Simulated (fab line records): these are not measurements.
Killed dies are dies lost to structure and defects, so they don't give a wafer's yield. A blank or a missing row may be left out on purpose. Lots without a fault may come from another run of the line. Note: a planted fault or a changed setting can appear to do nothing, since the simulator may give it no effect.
Chamber matching || flow sky130 || SKY_VIA4_CMP_02 on cmp-02: 4 sister chambers
The step polishes SiO2. 4 wafers are shown with their chamber, then 7 later ones without.

WAFERS WITH THEIR CHAMBER
{"wafer": "L411.3", "chamber": 1, "motor current A (A)": 11.6}
{"wafer": "L420.5", "chamber": 2, "motor current A (A)": 13.2}
{"wafer": "L421.1", "chamber": 3, "motor current A (A)": 10.6}
{"wafer": "L421.4", "chamber": 0, "motor current A (A)": 11.7}

WAFERS WITH NO CHAMBER GIVEN
{"wafer": "L421.6", "motor current A (A)": 12.7}
{"wafer": "L422.4", "motor current A (A)": 12.5}
{"wafer": "L422.5", "motor current A (A)": 10.4}
{"wafer": "L422.6", "motor current A (A)": 13.8}
{"wafer": "L428.3", "motor current A (A)": 13.2}
{"wafer": "L428.4", "motor current A (A)": 11.4}
{"wafer": "L428.6", "motor current A (A)": 11.0}

EACH ONE'S CHAMBER
{"wafer": "L421.6", "from the rows above": "can't be placed: 2 or 0 or 1", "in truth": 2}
{"wafer": "L422.4", "from the rows above": "can't be placed: 2 or 0 or 1", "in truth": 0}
{"wafer": "L422.5", "from the rows above": 3, "in truth": 3}
{"wafer": "L422.6", "from the rows above": 2, "in truth": 2}
{"wafer": "L428.3", "from the rows above": 2, "in truth": 2}
{"wafer": "L428.4", "from the rows above": "can't be placed: 1 or 0 or 3", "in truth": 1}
{"wafer": "L428.6", "from the rows above": "can't be placed: 3 or 1 or 0", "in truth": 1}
Placed correctly: 3 of 7. These rows do not allow placing 4 (true chamber among the candidates in 4). Wrongly placed: 0.
How it was worked out, from the rows above alone: a wafer's distance from a chamber is the root of the sum, over the readings, of the square of ((its reading less the chamber's mean) divided by the reading's scatter). If the next closest chamber is less than 2 further off than the closest, the wafer can't be placed; otherwise it belongs to the closest. The mean given for a chamber averages the wafers shown for that chamber. The scatter: with one shown wafer a chamber, the root of the mean of the squares of how far each hidden wafer lies from its nearest shown one.
